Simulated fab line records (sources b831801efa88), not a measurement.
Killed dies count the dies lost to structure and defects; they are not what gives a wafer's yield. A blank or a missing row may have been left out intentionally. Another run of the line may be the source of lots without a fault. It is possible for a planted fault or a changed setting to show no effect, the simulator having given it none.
Struck lot and sound lot, side by side    flow sky130    18 out of 708 route steps
Sound: the wafers L605.1, L605.4, L605.6. Struck: wafers L618.4, L618.5 (left out: L618.2, a lot-mate that was not struck); the cause follows at the end.
Order at every step that has rows: each side's tool, ch and its chambers, its first start. Under that, the readings that differ: sound wafers    struck wafers    difference of the means    sigmas: that difference in standard deviations of wafers without a fault.
alike: readings with means less than 2 such deviations apart, plus words and numbers identical on both sides. not compared: withheld readings, readings lacking a value on some wafer, bounds such as >300 that could conceal the same value, and numbers that have no deviation in the record and whose values overlap.
Wherever a step has rows on one side only, a row that says differs or no value, or a row with sigmas, the two part there. Non-overlapping numbers with no deviation appear without sigmas and do not part them. A reading that every wafer of one side lacks parts them only if that side has two wafers or more.

first, 2 steps without rows for these wafers: SKY_LDD_HVN_PEB_05; SKY_LDD_HVN_DEVELOP_06 (develop time 60 s).
SKY_LDD_HVN_OVL_MEAS_07:
  struck on overlay-01, day 27 08:02; sound on overlay-01, day 22 21:29
  alike: LDD_HVN_OVL
following that, these wafers have no rows for 1 step: SKY_LDD_HVN_IMPLANT_08.
SKY_LDD_HVN_STRIP_09: strips in O2/N2.
  sound on plasma asher-03 ch 0,1, day 22 21:40; struck on plasma asher-04 ch 0,1, day 27 08:13
  alike: drypump motor current A, oes product au, strip time to endpoint s
  not compared: rf hours counter h
SKY_LDD_HVN_TW_MEAS_10:
  struck on film metro-02, day 27 08:20; sound on film metro-04, day 22 21:46
  alike: LDD_HVN_TW
then, 6 steps without rows for these wafers: SKY_LDD_HVP_DEHYDRATE_00 (time 60 s); SKY_LDD_HVP_HMDS_01 (prime time 60 s); SKY_LDD_HVP_COAT_02 (resist thk 300 nm); SKY_LDD_HVP_SOFTBAKE_03 (time 60 s); SKY_LDD_HVP_EXPOSE_04 (exposes mask HVPTM, target cd 700 nm); SKY_LDD_HVP_PEB_05.
SKY_LDD_HVP_DEVELOP_06: develop time 60 s.
  sound on litho track-04 ch 0, day 24 03:29; struck on litho track-03 ch 0, day 28 13:01
SKY_LDD_HVP_OVL_MEAS_07:
  struck on overlay-01, day 28 13:08; sound on overlay-01, day 24 03:38
  alike: LDD_HVP_OVL
following that, these wafers have no rows for 1 step: SKY_LDD_HVP_IMPLANT_08.
SKY_LDD_HVP_STRIP_09: strips in O2/N2.
  sound on plasma asher-02 ch 0, day 24 03:49; struck on plasma asher-02 ch 0,1, day 28 13:19
  alike: drypump motor current A, oes product au, strip time to endpoint s
  not compared: rf hours counter h
SKY_LDD_HVP_TW_MEAS_10:
  struck on film metro-03, day 28 13:26; sound on film metro-04, day 24 03:55
reading     sound        struck  difference  sigmas
LDD_HVP_TW  458 457 458  75 76   -382        -98
then, 1 step without rows for these wafers: SKY_LDD_LDN_DEHYDRATE_00 (time 60 s).

WHERE THEY PART
Within this record, at SKY_LDD_HVP_TW_MEAS_10 only.

WHY: what the simulator had put in
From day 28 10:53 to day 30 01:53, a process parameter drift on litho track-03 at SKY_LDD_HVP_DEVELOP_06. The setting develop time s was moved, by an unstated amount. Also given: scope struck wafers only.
